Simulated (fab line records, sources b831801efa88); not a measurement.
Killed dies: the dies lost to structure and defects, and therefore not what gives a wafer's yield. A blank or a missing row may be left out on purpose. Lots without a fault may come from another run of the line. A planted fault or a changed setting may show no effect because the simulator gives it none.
fab line records | flow sky130
[record] lots = 14 | wafers = 42 | last-day = 51
route steps=708 shown DNWELL@43 PWDE@51 NWELL@63
lots that met no fault: taken from a fault-free run of the same line
start-h: start of the lot's first displayed wafer, in hours after the record's first day | wait-h: hours elapsed since this lot's preceding step | " identical to the entry in the row above | L1.1+2: several wafers, shown together as one row | - no value, or no start given | * or withheld: withheld | < > ~ a bound
route shown NAME@n: a module of which the file shows steps, and the number in the route of the first | usual: mean and standard deviation over wafers with no fault | same: alike in all rows | chamber/n: place in a boat | sites: per-site readings | _std_site: their standard deviation | _edge_site: outer sites' mean less inner sites' | radius-mm: for every site, how far away it sits from the centre of the wafer | mask NAME#n: copy n | behind: the most recent tool/chamber to have shaped the wafer | hold: the reason the lot was held/the length of the hold in hours/how it ended | device: the transistor (n, p or np) that didn't switch | end of line: tests of these same wafers at the route's end | a step with no rows: only its recipe | killed: not the wafer's yield, but the dies lost to structure and defects at the first sort | map: the dies of a wafer, with x for killed, . for not killed, _ for no die there
set.NAME: the setting the step ran with; set.NAME@STEP: the setting that earlier step ran with | model.NAME: the simulator's own value behind a step, which no gauge read
steps of the route over a sample of lots; a table a step, a row a wafer
services: when a tool's chamber went out of use (start-h, in hours from the record's first day, below 0 if earlier), for how many hours, and the reason
[[steps]]
[step SKY_DNWELL_STRIP_08]
[recipe] chemistry = O2/N2 | power-w = 1400 | pressure-mtorr = 1500 | platen-temp-c = withheld | o2-flow-sccm = 3000 | n2-flow-sccm = 300 | overash-fraction = 0.5
[usual] drypump-motor-current-A = 5.5/0.44 | oes-product-au = 0.723/0.0047 | strip-time-to-endpoint-s = 36.88/0.1
lot.wafer | tool            | chamber | start-h | wait-h | drypump-motor-current-A | oes-product-au | rf-hours-counter-h | strip-time-to-endpoint-s
L969.1    | plasma-asher-02 | 1       | 58.09   | 0.1    | 5.1                     | 0.713          | 37                 | 36.81
L969.4    | "               | 0       | "       | "      | 6.2                     | 0.722          | -                  | 36.79
L969.5    | "               | 1       | "       | "      | 5.1                     | 0.726          | -                  | 36.80
L970.1    | plasma-asher-02 | 1       | 61.34   | 0.1    | 5.1                     | 0.728          | 37                 | 36.97
L970.3    | "               | 1       | "       | "      | 5.1                     | 0.726          | -                  | 37.05
L970.5    | "               | 1       | "       | "      | 5.1                     | 0.726          | -                  | 37.11
L972.1    | plasma-asher-02 | 0       | 75.99   | 0.1    | 6.3                     | 0.721          | 38                 | 37.00
L972.3    | "               | 1       | "       | "      | 5.1                     | 0.717          | -                  | 37.00
L972.5    | "               | 1       | "       | "      | 5.1                     | 0.726          | -                  | 37.13
L974.2    | plasma-asher-04 | 1       | 83.99   | 0.1    | 5.1                     | 0.714          | 41                 | 36.83
L974.3    | "               | 0       | "       | "      | 5.2                     | 0.721          | -                  | 36.83
L974.4    | "               | 1       | "       | "      | 5.1                     | 0.717          | -                  | 36.79
L978.2    | plasma-asher-02 | 1       | 104.94  | 0.1    | 5.1                     | 0.724          | 41                 | 36.86
L978.3    | "               | 1       | "       | "      | 5.1                     | 0.727          | -                  | 36.79
L978.5    | "               | 0       | "       | "      | 6.3                     | 0.724          | -                  | 36.90
L979.1    | plasma-asher-04 | 1       | 109.84  | 0.1    | 5.1                     | 0.724          | 43                 | 36.81
L979.3    | "               | 1       | "       | "      | 5.1                     | 0.724          | -                  | 36.91
L979.6    | "               | 0       | "       | "      | 5.2                     | 0.723          | -                  | 36.78
L980.3    | plasma-asher-04 | 0       | 117.82  | 0.1    | 5.2                     | 0.717          | -                  | 37.00
L980.4    | "               | 1       | "       | "      | 5.1                     | 0.735          | -                  | 36.97
L980.5    | "               | 0       | "       | "      | 5.2                     | 0.726          | -                  | 36.95
L981.1    | plasma-asher-04 | 1       | 123.75  | 0.1    | 5.1                     | 0.726          | 45                 | 36.88
L981.3    | "               | 0       | "       | "      | 5.3                     | 0.726          | -                  | 37.00
L981.5    | "               | 0       | "       | "      | 5.3                     | 0.728          | -                  | 36.98
L983.1    | plasma-asher-02 | 1       | 133.39  | 0.1    | 5.1                     | 0.726          | 44                 | 36.74
L983.2    | "               | 0       | "       | "      | 6.2                     | 0.720          | 44                 | 36.83
L983.5    | "               | 0       | "       | "      | 6.3                     | 0.734          | -                  | 36.86
L986.2    | plasma-asher-04 | 0       | 150.94  | 0.2    | 5.3                     | 0.725          | 48                 | 36.77
L986.4    | "               | 1       | "       | "      | 5.1                     | 0.725          | -                  | 36.86
L986.5    | "               | 0       | "       | "      | 5.3                     | 0.719          | -                  | 36.86
L987.1    | plasma-asher-02 | 0       | 157.54  | 0.1    | 6.2                     | 0.724          | 46                 | 36.81
L987.3    | "               | 0       | "       | "      | 6.2                     | 0.721          | -                  | 36.87
L987.4    | "               | 1       | "       | "      | 5.0                     | 0.720          | -                  | 36.87
L988.1    | plasma-asher-03 | 0       | 160.54  | 0.1    | 5.7                     | 0.717          | 35                 | 36.96
L988.3    | "               | 1       | "       | "      | 5.6                     | 0.723          | -                  | 36.83
L988.6    | "               | 0       | "       | "      | 5.7                     | 0.728          | -                  | 36.89
L990.2    | plasma-asher-03 | 1       | 171.39  | 0.1    | 5.6                     | 0.725          | 36                 | 36.95
L990.4    | "               | 1       | "       | "      | 5.6                     | 0.723          | -                  | 36.87
L990.5    | "               | 1       | "       | "      | 5.6                     | 0.718          | -                  | 36.85
L991.1    | plasma-asher-03 | 1       | 191.99  | 0.1    | 5.6                     | 0.724          | 38                 | 36.88
L991.3    | "               | 1       | "       | "      | 5.6                     | 0.722          | -                  | 37.01
L991.6    | "               | 1       | "       | "      | 5.6                     | 0.728          | -                  | 36.99
[step SKY_PWDE_DEVELOP_06]
[recipe] wall-angle-deg = 90 | developer = TMAH | develop-time-s = 60 | dev-temp-c = 23
lot.wafer  | tool           | chamber | start-h | wait-h
L969.1+4+5 | litho-track-02 | 0       | 74      | -
L970.1+3+5 | litho-track-02 | 0       | 77      | -
L972.1+3+5 | litho-track-01 | 0       | 92      | -
L974.2+3+4 | litho-track-02 | 0       | 100     | -
L978.2+3+5 | litho-track-01 | 0       | 122     | -
L979.1+3+6 | litho-track-03 | 0       | 127     | -
L980.3+4+5 | litho-track-01 | 0       | 136     | -
L981.1+3+5 | litho-track-02 | 0       | 141     | -
L983.1+2+5 | litho-track-01 | 0       | 152     | -
L986.2+4+5 | litho-track-02 | 0       | 169     | -
L987.1+3+4 | litho-track-02 | 0       | 175     | -
L988.1+3+6 | litho-track-03 | 0       | 178     | -
L990.2+4+5 | litho-track-03 | 0       | 191     | -
L991.1+3+6 | litho-track-02 | 0       | 212     | -
[step SKY_PWDE_OVL_MEAS_07]
[usual] PWDE_OVL = 0.7/1.3
lot.wafer | tool       | chamber | start-h | wait-h | PWDE_OVL[nm]
L969.1    | overlay-01 | -       | 74.20   | -      | -0.1
L969.4    | "          | -       | "       | "      | 1.7
L969.5    | "          | -       | "       | "      | 0.3
L970.1    | overlay-01 | -       | 78.10   | -      | 2.3
L970.3    | "          | -       | "       | "      | 0.6
L970.5    | "          | -       | "       | "      | 0.7
L972.1    | overlay-01 | -       | 93.04   | -      | 0.9
L972.3    | "          | -       | "       | "      | 1.4
L972.5    | "          | -       | "       | "      | 0.9
L974.2    | overlay-01 | -       | 100.76  | -      | 0.2
L974.3    | "          | -       | "       | "      | 0.7
L974.4    | "          | -       | "       | "      | 0.2
L978.2    | overlay-02 | -       | 123.09  | -      | 0.4
L978.3    | "          | -       | "       | "      | 0.5
L978.5    | "          | -       | "       | "      | -0.4
L979.1    | overlay-01 | -       | 128.10  | -      | 1.6
L979.3    | "          | -       | "       | "      | 1.8
L979.6    | "          | -       | "       | "      | 0.9
L980.3    | overlay-02 | -       | 136.55  | -      | -1.0
L980.4    | "          | -       | "       | "      | -0.9
L980.5    | "          | -       | "       | "      | -1.0
L981.1    | overlay-02 | -       | 141.75  | -      | -1.1
L981.3    | "          | -       | "       | "      | -1.6
L981.5    | "          | -       | "       | "      | 0.6
L983.1    | overlay-01 | -       | 152.89  | -      | 1.9
L983.2    | "          | -       | "       | "      | 3.0
L983.5    | "          | -       | "       | "      | 2.5
L986.2    | overlay-01 | -       | 170.01  | -      | 1.1
L986.4    | "          | -       | "       | "      | -1.0
L986.5    | "          | -       | "       | "      | -0.6
L987.1    | overlay-01 | -       | 175.70  | -      | 1.9
L987.3    | "          | -       | "       | "      | -
L987.4    | "          | -       | "       | "      | 3.2
L988.1    | overlay-02 | -       | 179.00  | -      | -0.1
L988.3    | "          | -       | "       | "      | -0.8
L988.6    | "          | -       | "       | "      | -0.8
L990.2    | overlay-01 | -       | 191.85  | -      | 0.7
L990.4    | "          | -       | "       | "      | 2.1
L990.5    | "          | -       | "       | "      | 0.8
L991.1    | overlay-02 | -       | 212.55  | -      | -1.2
L991.3    | "          | -       | "       | "      | -
L991.6    | "          | -       | "       | "      | -
[step SKY_PWDE_STRIP_09]
[recipe] chemistry = O2/N2 | power-w = 1400 | pressure-mtorr = 1500 | platen-temp-c = withheld | o2-flow-sccm = 3000 | n2-flow-sccm = 300 | overash-fraction = 0.5
[usual] drypump-motor-current-A = 5.7/0.45 | oes-product-au = 0.722/0.0042 | strip-time-to-endpoint-s = 36.88/0.12
lot.wafer | tool            | chamber | start-h | wait-h | drypump-motor-current-A | oes-product-au | rf-hours-counter-h | strip-time-to-endpoint-s
L969.1    | plasma-asher-02 | 0       | 74.39   | 0.1    | 6.3                     | 0.720          | 38                 | 36.81
L969.4    | "               | 0       | "       | "      | 6.2                     | 0.714          | -                  | 36.68
L969.5    | "               | 0       | "       | "      | 6.3                     | 0.721          | -                  | 36.75
L970.1    | plasma-asher-01 | 1       | 78.29   | 0.1    | 6.2                     | 0.717          | 39                 | 36.89
L970.3    | "               | 0       | "       | "      | 5.3                     | 0.717          | -                  | 36.77
L970.5    | "               | 1       | "       | "      | 6.2                     | 0.725          | -                  | 36.97
L972.1    | plasma-asher-03 | 0       | 93.22   | 0.1    | 5.7                     | 0.725          | 28                 | 36.88
L972.3    | "               | 1       | "       | "      | 5.6                     | 0.721          | -                  | 37.09
L972.5    | "               | 1       | "       | "      | 5.6                     | 0.726          | -                  | 37.02
L974.2    | plasma-asher-02 | 0       | 100.94  | 0.1    | 6.2                     | 0.725          | 41                 | 36.98
L974.3    | "               | 1       | "       | "      | 5.1                     | 0.724          | -                  | 37.11
L974.4    | "               | 0       | "       | "      | 6.2                     | 0.721          | -                  | 37.02
L978.2    | plasma-asher-03 | 1       | 123.27  | 0.1    | 5.6                     | 0.727          | 32                 | 36.90
L978.3    | "               | 1       | "       | "      | 5.6                     | 0.713          | -                  | 36.71
L978.5    | "               | 1       | "       | "      | 5.6                     | 0.725          | -                  | 36.88
L979.1    | plasma-asher-02 | 0       | 128.28  | 0.1    | 6.2                     | 0.730          | 44                 | 36.73
L979.3    | "               | 0       | "       | "      | 6.3                     | 0.725          | -                  | 36.69
L979.6    | "               | 0       | "       | "      | 6.3                     | 0.727          | -                  | 36.65
L980.3    | plasma-asher-01 | 1       | 136.76  | 0.1    | 6.2                     | 0.723          | -                  | 37.04
L980.4    | "               | 0       | "       | "      | 5.3                     | 0.724          | -                  | 37.11
L980.5    | "               | 0       | "       | "      | 5.3                     | 0.723          | -                  | 36.99
L981.1    | plasma-asher-02 | 1       | 141.94  | 0.1    | 5.1                     | 0.727          | 45                 | 36.86
L981.3    | "               | 0       | "       | "      | 6.2                     | 0.720          | -                  | 36.85
L981.5    | "               | 0       | "       | "      | 6.3                     | 0.727          | -                  | 36.92
L983.1    | plasma-asher-03 | 0       | 153.07  | 0.1    | 5.7                     | 0.722          | 34                 | 36.81
L983.2    | "               | 1       | "       | "      | 5.6                     | 0.726          | 34                 | 36.83
L983.5    | "               | 0       | "       | "      | 5.7                     | 0.723          | -                  | 36.84
L986.2    | plasma-asher-03 | 1       | 170.19  | 0.1    | 5.6                     | 0.729          | 36                 | 36.82
L986.4    | "               | 1       | "       | "      | 5.6                     | 0.724          | -                  | 36.88
L986.5    | "               | 1       | "       | "      | 5.6                     | 0.720          | -                  | 36.89
L987.1    | plasma-asher-02 | 0       | 175.89  | 0.1    | 6.2                     | 0.712          | 48                 | 36.88
L987.3    | "               | 0       | "       | "      | 6.3                     | 0.716          | -                  | 36.90
L987.4    | "               | 1       | "       | "      | 5.1                     | 0.726          | -                  | 36.98
L988.1    | plasma-asher-03 | 1       | 179.18  | 0.1    | 5.6                     | 0.717          | 37                 | 37.08
L988.3    | "               | 0       | "       | "      | 5.7                     | 0.725          | -                  | 36.94
L988.6    | "               | 0       | "       | "      | 5.7                     | 0.720          | -                  | 37.00
L990.2    | plasma-asher-01 | 0       | 192.03  | 0.1    | 5.3                     | 0.713          | 7                  | 37.02
L990.4    | "               | 0       | "       | "      | 5.3                     | 0.722          | -                  | 37.03
L990.5    | "               | 0       | "       | "      | 5.3                     | 0.718          | -                  | 37.07
L991.1    | plasma-asher-01 | 0       | 212.74  | 0.1    | 5.3                     | 0.723          | 9                  | 36.88
L991.3    | "               | 1       | "       | "      | 6.2                     | 0.718          | -                  | 37.01
L991.6    | "               | 0       | "       | "      | 5.3                     | 0.722          | -                  | 36.98
[step SKY_PWDE_TW_MEAS_10]
[usual] PWDE_TW = 373/3.5
lot.wafer | tool          | chamber | start-h | wait-h | PWDE_TW
L969.1    | film-metro-02 | -       | 74.49   | 0.1    | 368
L969.4    | "             | -       | "       | "      | 370
L969.5    | "             | -       | "       | "      | 369
L970.1    | film-metro-04 | -       | 78.39   | 0.1    | 375
L970.3    | "             | -       | "       | "      | 377
L970.5    | "             | -       | "       | "      | 379
L972.1    | film-metro-04 | -       | 93.32   | 0.1    | 378
L972.3    | "             | -       | "       | "      | 375
L972.5    | "             | -       | "       | "      | 377
L974.2    | film-metro-02 | -       | 101.05  | 0.1    | 371
L974.3    | "             | -       | "       | "      | 369
L974.4    | "             | -       | "       | "      | 370
L978.2    | film-metro-04 | -       | 123.40  | 0.1    | 373
L978.3    | "             | -       | "       | "      | 376
L978.5    | "             | -       | "       | "      | 376
L979.1    | film-metro-03 | -       | 128.38  | 0.1    | 378
L979.3    | "             | -       | "       | "      | 377
L979.6    | "             | -       | "       | "      | 378
L980.3    | film-metro-02 | -       | 136.84  | 0.1    | 370
L980.4    | "             | -       | "       | "      | 369
L980.5    | "             | -       | "       | "      | 371
L981.1    | film-metro-02 | -       | 142.04  | 0.1    | 371
L981.3    | "             | -       | "       | "      | 370
L981.5    | "             | -       | "       | "      | 369
L983.1    | film-metro-03 | -       | 153.17  | 0.1    | 376
L983.2    | "             | -       | "       | "      | 376
L983.5    | "             | -       | "       | "      | 376
L986.2    | film-metro-03 | -       | 170.30  | 0.1    | 376
L986.4    | "             | -       | "       | "      | 378
L986.5    | "             | -       | "       | "      | 378
L987.1    | film-metro-02 | -       | 175.99  | 0.1    | 368
L987.3    | "             | -       | "       | "      | 30
L987.4    | "             | -       | "       | "      | 369
L988.1    | film-metro-03 | -       | 179.28  | 0.1    | 378
L988.3    | "             | -       | "       | "      | 379
L988.6    | "             | -       | "       | "      | 378
L990.2    | film-metro-03 | -       | 192.14  | 0.1    | 374
L990.4    | "             | -       | "       | "      | 374
L990.5    | "             | -       | "       | "      | 376
L991.1    | film-metro-03 | -       | 212.84  | 0.1    | 375
L991.3    | "             | -       | "       | "      | 30
L991.6    | "             | -       | "       | "      | 30
[step SKY_NWELL_OVL_MEAS_10]
[usual] NWELL_00_OVL = 0.0/1.7
lot.wafer | tool       | chamber | start-h | wait-h | NWELL_00_OVL[nm]
L969.1    | overlay-01 | -       | 91.50   | -      | 2.5
L969.4    | "          | -       | "       | "      | 1.4
L969.5    | "          | -       | "       | "      | 2.1
L970.1    | overlay-01 | -       | 95.31   | -      | 0.7
L970.3    | "          | -       | "       | "      | 0.6
L970.5    | "          | -       | "       | "      | 1.7
L972.1    | overlay-02 | -       | 111.55  | -      | 1.8
L972.3    | "          | -       | "       | "      | 2.7
L972.5    | "          | -       | "       | "      | 1.3
L974.2    | overlay-01 | -       | 119.29  | -      | 2.6
L974.3    | "          | -       | "       | "      | 0.5
L974.4    | "          | -       | "       | "      | 1.4
L978.2    | overlay-02 | -       | 141.41  | -      | -1.7
L978.3    | "          | -       | "       | "      | -1.2
L978.5    | "          | -       | "       | "      | -1.5
L979.1    | overlay-01 | -       | 147.44  | -      | -1.9
L979.3    | "          | -       | "       | "      | -1.1
L979.6    | "          | -       | "       | "      | -0.1
L980.3    | overlay-01 | -       | 155.75  | -      | 2.3
L980.4    | "          | -       | "       | "      | 1.4
L980.5    | "          | -       | "       | "      | 1.0
L981.1    | overlay-02 | -       | 161.05  | -      | -2.0
L981.3    | "          | -       | "       | "      | -1.9
L981.5    | "          | -       | "       | "      | -1.6
L983.1    | overlay-02 | -       | 172.25  | -      | -2.4
L983.2    | "          | -       | "       | "      | -2.8
L983.5    | "          | -       | "       | "      | -2.1
L986.2    | overlay-01 | -       | 190.29  | -      | -0.3
L986.4    | "          | -       | "       | "      | -0.1
L986.5    | "          | -       | "       | "      | 0.3
L987.1    | overlay-01 | -       | 196.69  | -      | -0.4
L987.3    | "          | -       | "       | "      | -2.1
L987.4    | "          | -       | "       | "      | 0.6
L988.1    | overlay-01 | -       | 200.54  | -      | -2.5
L988.3    | "          | -       | "       | "      | -2.0
L988.6    | "          | -       | "       | "      | -3.4
L990.2    | overlay-01 | -       | 212.91  | -      | 0.9
L990.4    | "          | -       | "       | "      | 0.5
L990.5    | "          | -       | "       | "      | 0.7
L991.1    | overlay-02 | -       | 235.80  | -      | -0.6
L991.3    | "          | -       | "       | "      | -0.7
L991.6    | "          | -       | "       | "      | -1.4
[[services]]
tool            | chamber | start-h | hours | kind
plasma-asher-03 | -       | 57.47   | 0.9   | repair
plasma-asher-04 | -       | 104.83  | 1.2   | repair
plasma-asher-01 | -       | 108.75  | 9.0   | pm
plasma-asher-01 | 0       | 108.75  | 9.0   | vent-cycle
plasma-asher-01 | 1       | 108.75  | 9.0   | vent-cycle
plasma-asher-01 | 0       | 117.75  | -     | clean
plasma-asher-01 | 1       | 117.75  | -     | clean
plasma-asher-03 | -       | 134.59  | 2.8   | pm
plasma-asher-02 | -       | 161.01  | 2.5   | repair
plasma-asher-02 | -       | 177.02  | 0.9   | repair
plasma-asher-04 | -       | 207.25  | 3.2   | repair
[[key]]
[first-sign] step = SKY_PWDE_OVL_MEAS_07 | reading = PWDE_OVL | direction = missing
[effect] step = SKY_PWDE_TW_MEAS_10 | reading = PWDE_TW | direction = down | sigmas = 99+ | usual = 373 | struck = 30
met-at SKY_PWDE_DEVELOP_06
struck-lots L987,L991
struck-wafers L987.3,L991.3,L991.6
sort-left-out L987.3,L991.3,L991.6
tester-left-out L987,L991
not-acting-at SKY_DNWELL_STRIP_08,SKY_PWDE_STRIP_09,SKY_NWELL_OVL_MEAS_10
onset-between 169 175
[fault] kind = process-parameter-drift | tool = litho-track-02 | chamber = - | onset-h = 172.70 | steps = SKY_PWDE_DEVELOP_06 | channel = develop-time-s | offset = * | shape = step | end-h = 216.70 | scope = struck-wafers-only | acts-in = * | stated = *
// tester-left-out: of these lots the tester's yield and bins aren't shown, on N5 and GAA mostly nor the transistor test; their killed dies are dies lost to structure and defects alone, not to doping, threshold or leakage, so they don't give the yield
// sort-left-out: the simulated sort isn't trusted on such a fault, so these wafers' sort isn't shown, and their yield isn't known
